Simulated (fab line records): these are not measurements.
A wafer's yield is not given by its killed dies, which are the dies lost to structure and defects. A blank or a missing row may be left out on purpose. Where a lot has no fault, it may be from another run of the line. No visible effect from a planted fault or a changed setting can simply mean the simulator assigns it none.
One fault through the eyes of 2 desks ; flow gf180mcu ; what lay behind the numbers comes last; until then each desk has only its own

== FROM THE METROLOGY DESK ==
Means of the sampled wafers that have a number, per lot and without regard to the tool the lot ran on: this is what the gauges read. If a lot's mean is further than 4 standard deviations from the usual mean, the lot is out of limits and carries the mark OUT (the distance appears in the brackets).
Columns: A = V3_W_RS at GF_V3_RS_MEAS_24, usual 0.327 ohm/sq; B = V3_W_THK at GF_V3_THK_MEAS_25, usual 345 nm
lot;first seen here;A;B
L131;day 22 11:44;0.326;350
L135;day 24 00:11;0.328;347
L140;day 25 16:20;0.328;346
L144;day 26 21:14;0.327;346
L153;day 29 13:21;0.329;340
L154;day 29 17:28;0.327;346
Result from this desk: across the 6 lots, nothing is out of limits.

== AT THE TOOL OWNER'S DESK: pvd_sputter-02 ==
The tool's own readings at GF_M4_SPUTTER_01 (material TiN, target thk 30 nm, time 25 s): means of the sampled wafers that have a number, for each lot that ran on this tool. If a lot's mean is further than 4 standard deviations from the usual mean, the lot is out of limits and carries the mark OUT (the distance appears in the brackets).
Columns: A = chamber_pressure_pa at GF_M4_SPUTTER_01, usual 0.4000 Pa; B = throttle_valve_pct at GF_M4_SPUTTER_01, usual 30.0 %
lot;first seen here;A;B
L131;day 22 12:19;0.3993;30.0
L140;day 25 16:55;0.3999;30.4
L144;day 26 21:46;0.4011;29.4
L154;day 29 18:03;0.4001;30.7
Result from this desk: across the 4 lots, nothing is out of limits.

== PUT TOGETHER ==
At the metrology desk, nothing out of limits was observed.
The desk of the tool owner found nothing out of limits.

== WHAT THE SIMULATOR PUT IN ==
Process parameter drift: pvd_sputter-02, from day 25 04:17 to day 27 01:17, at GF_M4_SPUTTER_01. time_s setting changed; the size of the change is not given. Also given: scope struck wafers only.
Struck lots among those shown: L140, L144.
